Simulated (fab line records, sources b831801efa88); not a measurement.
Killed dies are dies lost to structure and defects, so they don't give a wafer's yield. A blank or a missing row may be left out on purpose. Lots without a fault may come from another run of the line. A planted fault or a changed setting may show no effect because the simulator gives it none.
fab line records | flow sky130
record lots=7 wafers=21 last_day=49
route steps=708 shown DNWELL@35 PWDE@45 NWELL@56 PAD_OPEN@708
lots that met no fault: from a run of the same line without faults
start_h: hours from the record's first day to the start of the lot's first wafer shown | wait_h: hours since the lot's step before | " the same as in the row above | L1.1+2: a row that stands for several wafers | - no value, or no start given | * or withheld: withheld | < > ~ a bound
route shown NAME@n: a module of which the file shows steps, and the number in the route of the first | usual: mean/standard deviation of fault-free wafers | same: alike in all rows | chamber/n: place in a boat | sites: the reading at each site | _std_site: their standard deviation | _edge_site: outer sites' mean less inner sites' | radius_mm: how far each site lies from the wafer's centre | mask NAME#n: copy n | behind: the tool/chamber that last shaped the wafer | hold: why the lot was held/for how many hours/how that ended | device: the transistor (n, p or np) that didn't switch | end of line: the same wafers' tests at the end of the route | a step without rows: its recipe alone | killed: dies lost to structure and defects at the first sort, not the wafer's yield | map: a wafer's dies, x killed, . not, _ none there
set.NAME: the setting as run; set.NAME@STEP: as run at that earlier step | model.NAME: the simulator's own value behind a step, which no gauge read
lots at some steps of the route; a table a step, a row a wafer
services: from which hour (start_h, from the record's first day; less than 0 if before it) a tool's chamber was out of use, for how many hours, and why
## steps
# step SKY_DNWELL_DEHYDRATE_00
# recipe temp_c=200 time_s=60
# step SKY_DNWELL_HMDS_01
# recipe prime_time_s=60 prime_temp_c=120
# step SKY_DNWELL_COAT_02
# recipe spin_rpm=2000 resist_thk_nm=3000
# step SKY_DNWELL_SOFTBAKE_03
# recipe temp_c=110 time_s=withheld
# step SKY_DNWELL_EXPOSE_04
# recipe mask_id=DNM na=0.57 target_cd_nm=3000 dose_mj=222
# step SKY_DNWELL_PEB_05
# recipe temp_c=115 time_s=withheld
# step SKY_DNWELL_DEVELOP_06
# recipe wall_angle_deg=90 developer=TMAH develop_time_s=60 dev_temp_c=23
# step SKY_DNWELL_IMPLANT_07
# recipe species=P energy_kev=withheld dose_cm2=withheld tilt_deg=withheld
# step SKY_DNWELL_STRIP_08
# recipe chemistry=O2/N2 power_w=1400 pressure_mtorr=1500 platen_temp_c=withheld o2_flow_sccm=3000 n2_flow_sccm=300 overash_fraction=0.5
# usual drypump_motor_current_A=5.6/0.5 oes_product_au=0.722/0.0045 strip_time_to_endpoint_s=36.94/0.091
# columns lot.wafer tool chamber start_h wait_h drypump_motor_current_A oes_product_au rf_hours_counter_h strip_time_to_endpoint_s
L254.3 plasma_asher-01 1 67.12 0.1 5.4 0.718 - 36.88
L254.5 " 1 " " 5.4 0.727 - 36.92
L254.6 " 0 " " 5.7 0.732 - 36.90
L255.1 plasma_asher-02 0 74.86 0.1 5.2 0.722 40 36.87
L255.2 " 1 " " 6.5 0.718 40 36.94
L255.3 " 1 " " 6.5 0.720 - 36.93
L256.3 plasma_asher-04 1 77.19 0.1 5.6 0.723 - 36.87
L256.4 " 0 " " 5.0 0.725 - 36.92
L256.5 " 1 " " 5.6 0.720 - 36.97
L257.1 plasma_asher-01 1 82.68 0.1 5.4 0.713 39 36.82
L257.4 " 1 " " 5.4 0.726 - 36.84
L257.5 " 1 " " 5.4 0.714 - 36.79
L266.1 plasma_asher-02 1 132.26 0.1 6.5 0.725 46 36.81
L266.3 " 0 " " 5.2 0.728 - 36.94
L266.6 " 0 " " 5.2 0.718 - 36.97
L268.2 plasma_asher-02 1 145.23 0.1 6.5 0.718 47 36.87
L268.4 " 0 " " 5.2 0.719 - 37.01
L268.5 " 0 " " 5.2 0.723 - 36.88
L272.3 plasma_asher-01 0 168.75 0.1 5.7 0.725 - 37.14
L272.4 " 1 " " 5.4 0.719 - 37.05
L272.5 " 1 " " 5.4 0.725 - 37.00
# step SKY_DNWELL_TW_MEAS_09
# usual DNWELL_TW=1124/9.7
# columns lot.wafer tool chamber start_h wait_h DNWELL_TW
L254.3 film_metro-04 - 67.20 0.1 1132
L254.5 " - " " 1128
L254.6 " - " " 1128
L255.1 film_metro-03 - 74.96 0.1 1126
L255.2 " - " " 1126
L255.3 " - " " 1131
L256.3 film_metro-04 - 77.28 0.1 1137
L256.4 " - " " 1133
L256.5 " - " " 1137
L257.1 film_metro-01 - 82.78 0.1 1110
L257.4 " - " " 1111
L257.5 " - " " 1109
L266.1 film_metro-03 - 132.36 0.1 1126
L266.3 " - " " 1132
L266.6 " - " " 1126
L268.2 film_metro-03 - 145.34 0.1 1129
L268.4 " - " " 1136
L268.5 " - " " 1135
L272.3 film_metro-01 - 168.84 0.1 1126
L272.4 " - " " 1123
L272.5 " - " " 1114
# step SKY_PWDE_DEHYDRATE_00
# recipe temp_c=200 time_s=60
# step SKY_PWDE_HMDS_01
# recipe prime_time_s=60 prime_temp_c=119.1
# step SKY_PWDE_COAT_02
# recipe spin_rpm=2000 resist_thk_nm=3000
# usual chill_plate_temp_C=23.00/0.1 dispense_pressure_kPa=48.9/1.1
# columns lot.wafer tool chamber start_h wait_h chill_plate_temp_C dispense_pressure_kPa
L254.3 litho_track-04 0 75.06 0.1 23.12 49.4
L254.5 " 0 " " 23.07 49.4
L254.6 " 0 " " 23.09 49.5
L255.1 litho_track-04 - 82.76 0.1 - -
L255.2 " - " " - -
L255.3 " - " " - -
L256.3 litho_track-04 - 85.31 0.1 - -
L256.4 " - " " - -
L256.5 " - " " - -
L257.1 litho_track-01 - 91.42 0.1 - -
L257.4 " - " " - -
L257.5 " - " " - -
L266.1 litho_track-04 0 141.76 0.1 22.95 49.5
L266.3 " 0 " " 23.02 49.5
L266.6 " 0 " " 22.96 49.5
L268.2 litho_track-03 0 153.71 0.1 23.12 47.1
L268.4 " 0 " " 23.08 47.1
L268.5 " 0 " " 23.00 47.0
L272.3 litho_track-01 0 179.22 0.1 22.87 49.6
L272.4 " 0 " " 22.90 49.7
L272.5 " 0 " " 22.99 49.7
# step SKY_PWDE_SOFTBAKE_03
# recipe temp_c=110 time_s=withheld
# step SKY_PWDE_EXPOSE_04
# recipe mask_id=PWDEM na=0.6 source_shape=conventional sigma_outer=0.6 polarization=unpolarized target_cd_nm=840 dose_mj=214
# step SKY_PWDE_PEB_05
# recipe temp_c=115 time_s=withheld
# step SKY_PWDE_DEVELOP_06
# recipe wall_angle_deg=90 developer=TMAH develop_time_s=60 dev_temp_c=23
# step SKY_PWDE_OVL_MEAS_07
# usual PWDE_OVL=-0.3/1.5
# columns lot.wafer tool chamber start_h wait_h PWDE_OVL[nm]
L254.3 overlay-01 - 83.70 - 1.0
L254.5 " - " " 2.2
L254.6 " - " " 1.3
L255.1 overlay-01 - 91.86 - -
L255.2 " - " " -
L255.3 " - " " -
L256.3 overlay-01 - 93.65 - -
L256.4 " - " " -
L256.5 " - " " -
L257.1 overlay-01 - 99.58 - -
L257.4 " - " " -
L257.5 " - " " -
L266.1 overlay-01 - 151.78 - -0.3
L266.3 " - " " 1.8
L266.6 " - " " 0.1
L268.2 overlay-01 - 164.04 - -0.2
L268.4 " - " " -1.2
L268.5 " - " " -1.0
L272.3 overlay-01 - 189.40 - -3.2
L272.4 " - " " -2.6
L272.5 " - " " -2.9
# step SKY_PWDE_IMPLANT_08
# recipe species=B energy_kev=150 dose_cm2=3.6e+12 tilt_deg=withheld
# step SKY_PWDE_STRIP_09
# recipe chemistry=O2/N2 power_w=1400 pressure_mtorr=1500 platen_temp_c=withheld o2_flow_sccm=3000 n2_flow_sccm=300 overash_fraction=0.5
# usual drypump_motor_current_A=5.8/0.53 oes_product_au=0.722/0.0047 strip_time_to_endpoint_s=36.93/0.11
# columns lot.wafer tool chamber start_h wait_h drypump_motor_current_A oes_product_au rf_hours_counter_h strip_time_to_endpoint_s
L254.3 plasma_asher-02 1 83.90 0.1 6.5 0.717 - 36.85
L254.5 " 1 " " 6.5 0.723 - 36.86
L254.6 " 0 " " 5.2 0.724 - 36.92
L255.1 plasma_asher-02 0 92.05 0.1 5.2 - 42 -
L255.2 " 1 " " 6.5 - 42 -
L255.3 " 0 " " 5.2 - - -
L256.3 plasma_asher-02 0 93.85 0.1 5.3 - - -
L256.4 " 1 " " 6.5 - - -
L256.5 " 1 " " 6.5 - - -
L257.1 plasma_asher-03 0 99.77 0.1 6.0 - 27 -
L257.4 " 0 " " 6.0 - - -
L257.5 " 1 " " 5.9 - - -
L266.1 plasma_asher-03 1 151.97 0.1 5.9 0.721 33 36.73
L266.3 " 0 " " 6.0 0.720 - 36.80
L266.6 " 0 " " 6.0 0.719 - 36.83
L268.2 plasma_asher-02 0 164.22 0.1 5.3 0.723 49 36.76
L268.4 " 1 " " 6.5 0.727 - 36.76
L268.5 " 0 " " 5.3 0.720 - 36.81
L272.3 plasma_asher-02 0 189.60 0.1 5.2 0.726 - 36.73
L272.4 " 1 " " 6.5 0.719 - 36.83
L272.5 " 0 " " 5.2 0.724 - 36.81
# step SKY_PWDE_TW_MEAS_10
# usual PWDE_TW=376.8/2.9
# columns lot.wafer tool chamber start_h wait_h PWDE_TW
L254.3 film_metro-04 - 83.99 0.1 374.7
L254.5 " - " " 376.0
L254.6 " - " " 377.9
L255.1 film_metro-03 - 92.15 0.1 377.0
L255.2 " - " " 380.4
L255.3 " - " " 377.6
L256.3 film_metro-03 - 93.94 0.1 379.5
L256.4 " - " " 378.7
L256.5 " - " " 377.8
L257.1 film_metro-04 - 99.87 0.1 377.0
L257.4 " - " " 379.3
L257.5 " - " " 378.1
L266.1 film_metro-03 - 152.07 0.1 376.7
L266.3 " - " " 378.8
L266.6 " - " " 378.9
L268.2 film_metro-04 - 164.33 0.1 379.9
L268.4 " - " " 379.5
L268.5 " - " " 379.6
L272.3 film_metro-01 - 189.69 0.1 374.1
L272.4 " - " " 376.4
L272.5 " - " " 372.3
# step SKY_NWELL_DEHYDRATE_03
# recipe temp_c=200 time_s=60
# step SKY_NWELL_HMDS_04
# recipe prime_time_s=60 prime_temp_c=120
# step SKY_NWELL_COAT_05
# recipe spin_rpm=2000 resist_thk_nm=3000
# step SKY_NWELL_SOFTBAKE_06
# recipe temp_c=110 time_s=withheld
# step SKY_NWELL_EXPOSE_07
# recipe mask_id=NWM na=0.6 source_shape=conventional sigma_outer=0.6 polarization=unpolarized target_cd_nm=840 dose_mj=255
# step SKY_NWELL_PEB_08
# recipe temp_c=115 time_s=withheld
# step SKY_NWELL_DEVELOP_09
# recipe wall_angle_deg=90 developer=TMAH develop_time_s=60 dev_temp_c=23
# step SKY_NWELL_OVL_MEAS_10
# usual NWELL_00_OVL=-0.8/1.5
# columns lot.wafer tool chamber start_h wait_h NWELL_00_OVL[nm]
L254.3 overlay-01 - 100.18 - -0.2
L254.5 " - " " 1.1
L254.6 " - " " 2.4
L255.1 overlay-02 - 109.52 - -1.3
L255.2 " - " " -0.7
L255.3 " - " " -3.0
L256.3 overlay-02 - 110.82 - 0.6
L256.4 " - " " 0.3
L256.5 " - " " -1.4
L257.1 overlay-02 - 116.96 - 0.4
L257.4 " - " " -0.1
L257.5 " - " " -0.6
L266.1 overlay-02 - 171.66 - -1.2
L266.3 " - " " 0.5
L266.6 " - " " 0.8
L268.2 overlay-02 - 184.48 - 1.0
L268.4 " - " " 0.8
L268.5 " - " " -0.2
L272.3 overlay-01 - 211.12 - -4.1
L272.4 " - " " -2.1
L272.5 " - " " -2.5
# step SKY_NWELL_IMPLANT_11
# recipe species=P energy_kev=400 dose_cm2=1.9e+13 tilt_deg=withheld
# step SKY_NWELL_IMPLANT_12
# recipe species=P energy_kev=120 dose_cm2=1.3e+12 tilt_deg=withheld
# step SKY_NWELL_IMPLANT_13
# recipe species=P energy_kev=50 dose_cm2=7e+11 tilt_deg=withheld
# step SKY_NWELL_STRIP_14
# recipe chemistry=O2/N2 power_w=1400 pressure_mtorr=1500 platen_temp_c=withheld o2_flow_sccm=3000 n2_flow_sccm=300 overash_fraction=0.5
# usual drypump_motor_current_A=5.9/0.42 oes_product_au=0.723/0.0042 strip_time_to_endpoint_s=36.92/0.088
# columns lot.wafer tool chamber start_h wait_h drypump_motor_current_A oes_product_au rf_hours_counter_h strip_time_to_endpoint_s
L254.3 plasma_asher-03 1 100.69 0.1 5.9 0.723 - 36.85
L254.5 " 1 " " 5.9 0.724 - 36.82
L254.6 " 0 " " 6.0 0.722 - 36.91
L255.1 plasma_asher-03 1 110.00 0.1 5.9 0.721 28 37.00
L255.2 " 0 " " 6.0 0.722 28 36.99
L255.3 " 1 " " 5.9 0.715 - 36.92
L256.3 plasma_asher-02 1 111.33 0.1 6.5 0.717 - 36.98
L256.4 " 0 " " 5.2 0.725 - 36.90
L256.5 " 1 " " 6.5 0.725 - 36.96
L257.1 plasma_asher-03 0 117.45 0.1 6.0 0.724 29 36.96
L257.4 " 1 " " 5.9 0.721 - 37.10
L257.5 " 0 " " 6.1 0.729 - 37.03
L266.1 plasma_asher-03 1 172.15 0.1 5.9 0.726 35 36.84
L266.3 " 0 " " 6.0 0.714 - 36.95
L266.6 " 0 " " 6.0 0.718 - 36.95
L268.2 plasma_asher-02 0 184.96 0.1 5.2 0.723 52 37.08
L268.4 " 0 " " 5.2 0.727 - 36.97
L268.5 " 0 " " 5.2 0.723 - 37.02
L272.3 plasma_asher-03 0 211.77 0.1 6.0 0.722 - 36.97
L272.4 " 1 " " 5.9 0.728 - 37.09
L272.5 " 1 " " 5.9 0.728 - 36.97
# step SKY_NWELL_TW_MEAS_15
# usual NWELL_TW=1835/14
# columns lot.wafer tool chamber start_h wait_h NWELL_TW
L254.3 film_metro-01 - 100.78 0.1 1821
L254.5 " - " " 1809
L254.6 " - " " 1819
L255.1 film_metro-03 - 110.10 0.1 1833
L255.2 " - " " 1838
L255.3 " - " " 1832
L256.3 film_metro-01 - 111.42 0.1 1813
L256.4 " - " " 1812
L256.5 " - " " 1824
L257.1 film_metro-04 - 117.55 0.1 1858
L257.4 " - " " 1844
L257.5 " - " " 1850
L266.1 film_metro-04 - 172.25 0.1 1847
L266.3 " - " " 1839
L266.6 " - " " 1839
L268.2 film_metro-04 - 185.12 0.1 1852
L268.4 " - " " 1845
L268.5 " - " " 1855
L272.3 film_metro-03 - 211.86 0.1 1853
L272.4 " - " " 1844
L272.5 " - " " 1845
# step SKY_NWELL_DEHYDRATE_16
# recipe temp_c=200 time_s=60
# step SKY_NWELL_HMDS_17
# recipe prime_time_s=60 prime_temp_c=120
# step SKY_NWELL_COAT_18
# recipe spin_rpm=2000 resist_thk_nm=3000
# step SKY_NWELL_SOFTBAKE_19
# recipe temp_c=110 time_s=withheld
# step SKY_NWELL_EXPOSE_20
# recipe mask_id=NWM_COMPLEMENT na=0.6 source_shape=conventional sigma_outer=0.6 polarization=unpolarized target_cd_nm=840 dose_mj=260
# step SKY_NWELL_PEB_21
# recipe temp_c=115 time_s=withheld
# step SKY_NWELL_DEVELOP_22
# recipe wall_angle_deg=90 developer=TMAH develop_time_s=60 dev_temp_c=23
# step SKY_NWELL_OVL_MEAS_23
# usual NWELL_01_OVL=0.0/1.4
# columns lot.wafer tool chamber start_h wait_h NWELL_01_OVL[nm]
L254.3 overlay-01 - 119.22 - 0.3
L254.5 " - " " -0.8
L254.6 " - " " 0.4
L255.1 overlay-01 - 128.01 - -0.7
L255.2 " - " " -0.2
L255.3 " - " " -0.9
L256.3 overlay-02 - 128.98 - 0.7
L256.4 " - " " -0.3
L256.5 " - " " 0.1
L257.1 overlay-01 - 135.72 - 1.3
L257.4 " - " " 1.9
L257.5 " - " " 1.8
L266.1 overlay-01 - 192.71 - -1.2
L266.3 " - " " -1.5
L266.6 " - " " -0.3
L268.2 overlay-02 - 205.67 - -0.6
L268.4 " - " " 0.9
L268.5 " - " " 0.7
L272.3 overlay-02 - 233.18 - -0.4
L272.4 " - " " -0.2
L272.5 " - " " -0.4
# step SKY_NWELL_TW_MEAS_26
# usual NWELL_2_TW=503.6/3
# columns lot.wafer tool chamber start_h wait_h NWELL_2_TW
L254.3 film_metro-03 - 119.52 0.1 500.8
L254.5 " - " " 501.8
L254.6 " - " " 499.7
L255.1 film_metro-04 - 128.30 0.1 556.2
L255.2 " - " " 556.9
L255.3 " - " " 557.7
L256.3 film_metro-04 - 129.28 0.1 555.8
L256.4 " - " " 558.4
L256.5 " - " " 556.7
L257.1 film_metro-01 - 136.00 0.1 552.5
L257.4 " - " " 554.5
L257.5 " - " " 554.0
L266.1 film_metro-04 - 193.00 0.1 503.1
L266.3 " - " " 507.0
L266.6 " - " " 503.2
L268.2 film_metro-04 - 205.96 0.1 505.6
L268.4 " - " " 504.9
L268.5 " - " " 503.3
L272.3 film_metro-03 - 233.48 0.1 504.1
L272.4 " - " " 504.1
L272.5 " - " " 504.3
# step SKY_PAD_OPEN_PROBE_99
# usual killed_at_M0_to_M3=44/6.6 killed_at_M4_up=3.0/2 killed_at_contacts=24/5.1 killed_at_front_end=15/4.1 killed_at_other=0.4/0.62 killed_dies=86/9.3 killed_on_rim=17/3.7 killed_open=46/6.8 killed_short=40/5.8
# same gross_dies=492 killed_at_back_side=0
# columns lot.wafer tool chamber start_h wait_h killed_at_M0_to_M3 killed_at_M4_up killed_at_contacts killed_at_front_end killed_at_other killed_dies killed_on_rim killed_open killed_short
L255.1 prober-02 - 1106.46 0.1 48 5 27 411 1 492 96 44 47
L255.2 prober-02 - 1106.51 0.1 46 1 25 418 2 492 96 46 47
L255.3 prober-02 - 1106.56 0.2 50 3 19 419 1 492 96 45 43
L257.1 prober-01 - 1107.78 0.1 41 1 15 434 1 492 96 39 36
L257.4 prober-01 - 1107.93 0.2 49 3 17 423 0 492 96 43 38
L257.5 prober-01 - 1107.98 0.2 42 3 23 424 0 492 96 42 37
L256.3 prober-02 - 1111.23 0.2 33 1 19 439 0 492 96 36 32
L256.4 prober-02 - 1111.28 0.2 36 1 31 424 0 492 96 47 36
L256.5 prober-02 - 1111.33 0.2 43 2 21 425 1 492 96 40 45
L266.1 prober-02 - 1154.64 0.1 38 5 24 15 0 82 18 47 35
L266.3 prober-02 - 1154.74 0.2 47 4 19 16 2 88 14 50 38
L266.6 prober-02 - 1154.89 0.2 33 3 19 14 1 70 18 40 30
L268.2 prober-02 - 1164.73 0.1 38 1 23 5 0 67 14 31 35
L268.4 prober-02 - 1164.83 0.2 39 1 21 11 0 72 11 39 33
L268.5 prober-02 - 1164.88 0.2 55 1 31 11 0 98 18 50 45
L272.3 prober-01 - 1187.54 0.2 46 1 26 14 0 87 14 43 44
L272.4 prober-01 - 1187.59 0.2 48 1 15 9 2 75 15 47 28
L272.5 prober-01 - 1187.64 0.2 33 1 22 10 1 67 14 37 30
# killed by level:class
L255.1 PWDE:area_expose=400 CONTACT:geometric_particle:open=12 VIA1:geometric_particle:open=10 LOCAL_INTERCONNECT:geometric_particle:short=7 METAL1:geometric_particle:short=7 VIA2:geometric_particle:open=7 VIA1:geometric_particle:short=6 VIA3:geometric_particle:short=4
L255.2 PWDE:area_expose=399 LI_CONTACT:geometric_particle:open=8 VIA1:geometric_particle:open=8 METAL2:geometric_particle:short=6 FIELD_ISO:geometric_particle:open=5 POLY_GATE:geometric_particle:short=5 POLY_GATE:geometric_particle:open=5 LOCAL_INTERCONNECT:geometric_particle:short=5
L255.3 PWDE:area_expose=403 VIA1:geometric_particle:open=13 CONTACT:geometric_particle:open=9 VIA1:geometric_particle:short=8 VIA2:geometric_particle:open=8 POLY_GATE:geometric_particle:open=5 METAL1:geometric_particle:short=5 FIELD_ISO:geometric_particle:open=4
L257.1 PWDE:area_expose=417 VIA2:geometric_particle:open=8 FIELD_ISO:geometric_particle:short=7 VIA1:geometric_particle:open=7 VIA3:geometric_particle:open=7 CONTACT:geometric_particle:open=6 METAL1:geometric_particle:short=6 CONTACT:geometric_particle:short=5
L257.4 PWDE:area_expose=411 VIA2:geometric_particle:open=11 METAL2:geometric_particle:short=7 VIA3:geometric_particle:open=6 LI_CONTACT:geometric_particle:open=5 VIA1:geometric_particle:open=5 LOCAL_INTERCONNECT:geometric_particle:short=4 CONTACT:geometric_particle:open=4
L257.5 PWDE:area_expose=413 CONTACT:geometric_particle:open=12 VIA3:geometric_particle:open=7 VIA2:geometric_particle:open=6 METAL2:geometric_particle:short=5 VIA1:geometric_particle:open=5 METAL3:geometric_particle:short=5 LI_CONTACT:geometric_particle:open=4
L256.3 PWDE:area_expose=424 VIA2:geometric_particle:open=7 CONTACT:geometric_particle:open=6 FIELD_ISO:geometric_particle:short=5 LI_CONTACT:geometric_particle:open=5 VIA1:geometric_particle:open=5 METAL2:geometric_particle:short=5 FIELD_ISO:geometric_particle:open=4
L256.4 PWDE:area_expose=409 VIA1:geometric_particle:open=10 LI_CONTACT:geometric_particle:open=9 CONTACT:geometric_particle:open=9 VIA2:geometric_particle:open=6 LOCAL_INTERCONNECT:geometric_particle:short=5 CONTACT:geometric_particle:short=5 METAL1:geometric_particle:short=5
L256.5 PWDE:area_expose=407 VIA1:geometric_particle:open=11 METAL1:geometric_particle:short=7 CONTACT:geometric_particle:open=7 METAL2:geometric_particle:short=6 LI_CONTACT:geometric_particle:open=6 FIELD_ISO:geometric_particle:short=5 POLY_GATE:geometric_particle:open=5
L266.1 VIA1:geometric_particle:open=12 CONTACT:geometric_particle:open=8 LI_CONTACT:geometric_particle:open=7 VIA3:geometric_particle:open=5 METAL4:geometric_particle:short=5 METAL2:geometric_particle:short=5 FIELD_ISO:geometric_particle:open=4 POLY_GATE:geometric_particle:short=4
L266.3 VIA1:geometric_particle:open=12 CONTACT:geometric_particle:open=10 VIA1:geometric_particle:short=8 VIA2:geometric_particle:open=6 FIELD_ISO:geometric_particle:open=4 VIA3:geometric_particle:short=4 METAL1:geometric_particle:short=4 METAL2:geometric_particle:short=4
L266.6 VIA1:geometric_particle:open=11 LI_CONTACT:geometric_particle:open=8 CONTACT:geometric_particle:open=5 VIA2:geometric_particle:short=5 FIELD_ISO:geometric_particle:short=4 FIELD_ISO:geometric_particle:open=4 METAL2:geometric_particle:short=4 POLY_GATE:geometric_particle:short=3
L268.2 VIA1:geometric_particle:open=8 CONTACT:geometric_particle:short=7 LI_CONTACT:geometric_particle:open=5 VIA3:geometric_particle:open=5 CONTACT:geometric_particle:open=4 METAL1:geometric_particle:short=4 VIA2:geometric_particle:open=4 VIA2:geometric_particle:short=4
L268.4 VIA1:geometric_particle:open=12 CONTACT:geometric_particle:open=7 METAL1:geometric_particle:short=7 CONTACT:geometric_particle:short=5 VIA3:geometric_particle:short=5 LI_CONTACT:geometric_particle:short=4 VIA2:geometric_particle:open=4 FIELD_ISO:geometric_particle:open=3
L268.5 CONTACT:geometric_particle:open=11 VIA1:geometric_particle:open=11 VIA3:geometric_particle:open=9 LOCAL_INTERCONNECT:geometric_particle:short=7 VIA2:geometric_particle:open=7 VIA2:geometric_particle:short=6 VIA3:geometric_particle:short=5 FIELD_ISO:geometric_particle:short=4
L272.3 VIA1:geometric_particle:open=14 CONTACT:geometric_particle:open=11 METAL2:geometric_particle:short=7 LOCAL_INTERCONNECT:geometric_particle:short=6 METAL1:geometric_particle:short=5 LI_CONTACT:geometric_particle:open=5 METAL3:geometric_particle:short=5 VIA3:geometric_particle:short=4
L272.4 VIA1:geometric_particle:open=15 VIA2:geometric_particle:open=11 LI_CONTACT:geometric_particle:open=6 METAL1:geometric_particle:short=5 VIA3:geometric_particle:open=4 FIELD_ISO:geometric_particle:short=3 CONTACT:geometric_particle:open=3 METAL2:geometric_particle:short=3
L272.5 VIA1:geometric_particle:open=9 CONTACT:geometric_particle:open=8 CONTACT:geometric_particle:short=6 VIA3:geometric_particle:open=6 VIA2:geometric_particle:open=5 METAL2:geometric_particle:short=5 FIELD_ISO:geometric_particle:short=3 LOCAL_INTERCONNECT:geometric_particle:short=3
# map L255.1 (x killed, . not)
__________xxxxxxxxxx_________
________xxxxxxxxxxxxxx_______
______xxxxxxxxxxxxxxxxxx_____
_____xxxxxxxxxxxxxxxxxxxx____
____xxxxxxxxxxxxxxxxxxxxxx___
___xxxxxxxxxxxxxxxxxxxxxxxx__
__xxxxxxxxxxxxxxxxxxxxxxxxxx_
_xxxxxxxxxxxxxxxxxxxxxxxxxxxx
_xxxxxxxxxxxxxxxxxxxxxxxxxxxx
_xxxxxxxxxxxxxxxxxxxxxxxxxxxx
_xxxxxxxxxxxxxxxxxxxxxxxxxxxx
_xxxxxxxxxxxxxxxxxxxxxxxxxxxx
_xxxxxxxxxxxxxxxxxxxxxxxxxxxx
_xxxxxxxxxxxxxxxxxxxxxxxxxxxx
_xxxxxxxxxxxxxxxxxxxxxxxxxxxx
__xxxxxxxxxxxxxxxxxxxxxxxxxx_
___xxxxxxxxxxxxxxxxxxxxxxxx__
____xxxxxxxxxxxxxxxxxxxxxx___
_____xxxxxxxxxxxxxxxxxxxx____
______xxxxxxxxxxxxxxxxxx_____
________xxxxxxxxxxxxxx_______
__________xxxxxxxxxx_________
# map L256.3 (x killed, . not)
__________xxxxxxxxxx_________
________xxxxxxxxxxxxxx_______
______xxxxxxxxxxxxxxxxxx_____
_____xxxxxxxxxxxxxxxxxxxx____
____xxxxxxxxxxxxxxxxxxxxxx___
___xxxxxxxxxxxxxxxxxxxxxxxx__
__xxxxxxxxxxxxxxxxxxxxxxxxxx_
_xxxxxxxxxxxxxxxxxxxxxxxxxxxx
_xxxxxxxxxxxxxxxxxxxxxxxxxxxx
_xxxxxxxxxxxxxxxxxxxxxxxxxxxx
_xxxxxxxxxxxxxxxxxxxxxxxxxxxx
_xxxxxxxxxxxxxxxxxxxxxxxxxxxx
_xxxxxxxxxxxxxxxxxxxxxxxxxxxx
_xxxxxxxxxxxxxxxxxxxxxxxxxxxx
_xxxxxxxxxxxxxxxxxxxxxxxxxxxx
__xxxxxxxxxxxxxxxxxxxxxxxxxx_
___xxxxxxxxxxxxxxxxxxxxxxxx__
____xxxxxxxxxxxxxxxxxxxxxx___
_____xxxxxxxxxxxxxxxxxxxx____
______xxxxxxxxxxxxxxxxxx_____
________xxxxxxxxxxxxxx_______
__________xxxxxxxxxx_________
## services
# columns tool chamber start_h hours kind
plasma_asher-01 - 43.82 1.0 repair
plasma_asher-04 - 52.65 0.7 repair
plasma_asher-03 - 96.32 1.0 repair
plasma_asher-02 - 108.02 2.8 pm
plasma_asher-01 - 108.75 9.0 pm
plasma_asher-01 0 108.75 9.0 vent_cycle
plasma_asher-01 1 108.75 9.0 vent_cycle
plasma_asher-01 0 117.75 - clean
plasma_asher-01 1 117.75 - clean
plasma_asher-04 - 132.39 3.3 repair
plasma_asher-01 - 165.10 2.6 repair
plasma_asher-03 - 166.29 1.3 repair
plasma_asher-03 - 182.95 15.6 pm
## key
first_sign step=SKY_PWDE_COAT_02 reading=tool_record direction=missing
effect step=SKY_PWDE_OVL_MEAS_07 reading=PWDE_OVL direction=missing
effect step=SKY_NWELL_TW_MEAS_26 reading=NWELL_2_TW direction=up sigmas=18 usual=503.6 struck=555.9
effect step=SKY_PAD_OPEN_PROBE_99 reading=killed_at_front_end direction=up sigmas=99+ usual=15 struck=424
more_kills_born_at SKY_PWDE_EXPOSE_04@iline_stepper-01=2481 SKY_PWDE_EXPOSE_04@iline_stepper-02=1202
met_at SKY_PWDE_COAT_02
struck_wafers L255.1,L255.2,L255.3,L256.3,L256.4,L256.5,L257.1,L257.4,L257.5
tester_left_out L255,L256,L257
onset_between 75.06 82.76
fault kind=skipped_step_whole tool=litho_track-01,litho_track-04 chamber=- onset_h=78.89 steps=SKY_PWDE_COAT_02 scope=struck_lots_only
# tester_left_out: of these lots the tester's yield and bins aren't shown, on N5 and GAA mostly nor the transistor test; their killed dies are dies lost to structure and defects alone, not to doping, threshold or leakage, so they don't give the yield
